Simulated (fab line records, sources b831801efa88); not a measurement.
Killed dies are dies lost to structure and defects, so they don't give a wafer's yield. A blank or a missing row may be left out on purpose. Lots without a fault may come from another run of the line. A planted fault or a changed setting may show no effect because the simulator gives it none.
Which tool did it? | flow sky130 | 15 lots, 45 wafers sampled, at 1 step of a route of 708

WHAT THE GAUGES READ, wafer by wafer
SKY_VIA1_OVL_MEAS_13.
lot  | measured     | on         | VIA1_OVL (nm)
L613 | day 34 17:50 | overlay-01 | 0 3 5
L614 | day 35 02:59 | overlay-02 | 12 6 1
L615 | day 35 10:14 | overlay-02 | 1 -2 6
L616 | day 35 16:19 | overlay-02 | 6 6 -1
L617 | day 36 13:13 | overlay-02 | -4 -1 3
L618 | day 36 17:49 | overlay-01 | -6 -10 -14
L619 | day 37 00:35 | overlay-02 | 12 5 13
L620 | day 37 03:25 | overlay-02 | -11 -3 -10
L621 | day 37 19:28 | overlay-01 | -7 -4 -2
L625 | day 38 18:14 | overlay-01 | 1 -3 0
L627 | day 39 00:37 | overlay-02 | 0 -10 -4
L626 | day 39 02:32 | overlay-01 | -1 1 -1
L634 | day 40 18:49 | overlay-01 | 8 11 -1
L635 | day 41 02:28 | overlay-01 | 4 5 5
L636 | day 41 12:10 | overlay-02 | -2 -4 -3

WHICH TOOL RAN EACH LOT (tool, then ch and the chambers of the sampled wafers, then the start)
The record holds no process step before these readings.

WHAT THE TOOLS THEMSELVES READ (means of the sampled wafers that have a number; where no wafer has one, the mark that the record gives instead)
The record holds no such reading with a usual standard deviation.

THE ANSWER, worked out from the rows above alone
Rule: what is usual is taken from the lots themselves. Put in order of their means at a reading, lots are off if they are a third of the lots or fewer, leave a main group of 4 or more, and stand apart from it by a gap of 3 or more times the standard deviation of the main group's means; of several such gaps the widest counts. A main group whose means are all the same, to the digits that the tables above print for the reading, isn't used. A lot without any number at a reading at which 4 lots or more have one is off too. The other lots that the step has rows for count as sound. The gauges are gone through in route order, then the tools' own readings, and for those a lot's mean is taken as printed above. The first step at which some lot is off is used, and at that step the reading that is off furthest; a lot without a number counts as furthest.
No lot is off at any reading shown: from this, nothing can be told.

WHAT THE SIMULATOR HAD PUT IN
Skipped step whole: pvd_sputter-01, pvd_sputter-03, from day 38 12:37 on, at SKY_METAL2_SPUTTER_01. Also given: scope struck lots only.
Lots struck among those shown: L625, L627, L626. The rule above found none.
